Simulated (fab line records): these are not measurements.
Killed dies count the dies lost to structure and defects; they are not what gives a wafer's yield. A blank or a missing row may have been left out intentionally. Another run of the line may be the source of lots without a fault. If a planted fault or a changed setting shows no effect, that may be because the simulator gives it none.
Chamber matching	flow gf180mcu	pecvd-01 running GF_V1_CVD_02: 3 sister chambers
The step deposits SiO2 from TEOS, target thk 850 nm, time 94.851 s. 3 wafers are shown with their chamber, then 11 later ones without.

== WAFERS PAIRED WITH THEIR CHAMBERS ==
wafer	chamber	heaterPowerW (W)
L090.1	1	638
L090.2	0	675
L090.4	2	682

== WAFERS WITH NO CHAMBER GIVEN ==
wafer	heaterPowerW (W)
L090.5	721
L090.6	656
L093.4	735
L093.5	550
L093.6	645
L095.1	664
L095.4	657
L095.5	693
L097.1	558
L097.3	678
L097.5	639

== CHAMBER TAKEN BY EACH ==
wafer	from the rows above	in truth
L090.5	can't be placed: 2 or 0 or 1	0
L090.6	can't be placed: 1 or 0 or 2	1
L093.4	can't be placed: 2 or 0 or 1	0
L093.5	can't be placed: 1 or 0 or 2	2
L093.6	can't be placed: 1 or 0 or 2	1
L095.1	can't be placed: 0 or 2 or 1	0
L095.4	can't be placed: 0 or 1 or 2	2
L095.5	can't be placed: 2 or 0 or 1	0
L097.1	can't be placed: 1 or 0 or 2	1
L097.3	can't be placed: 0 or 2 or 1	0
L097.5	can't be placed: 1 or 0 or 2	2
Placed correctly: 0 of 11. Unplaceable from these rows: 11, with the true chamber sitting among the candidates in 11. Placed wrongly: 0.
How it was worked out, from the rows above alone: a wafer's distance from a chamber is the root of the sum, over the readings, of the square of ((its reading less the chamber's mean) divided by the reading's scatter). The wafer belongs to the nearest chamber; if the next one is less than 2 further off, it can't be placed. Each chamber's mean is taken over the wafers shown for it. The scatter: root of mean squared gap, hidden wafer to nearest shown wafer, with one shown wafer a chamber.
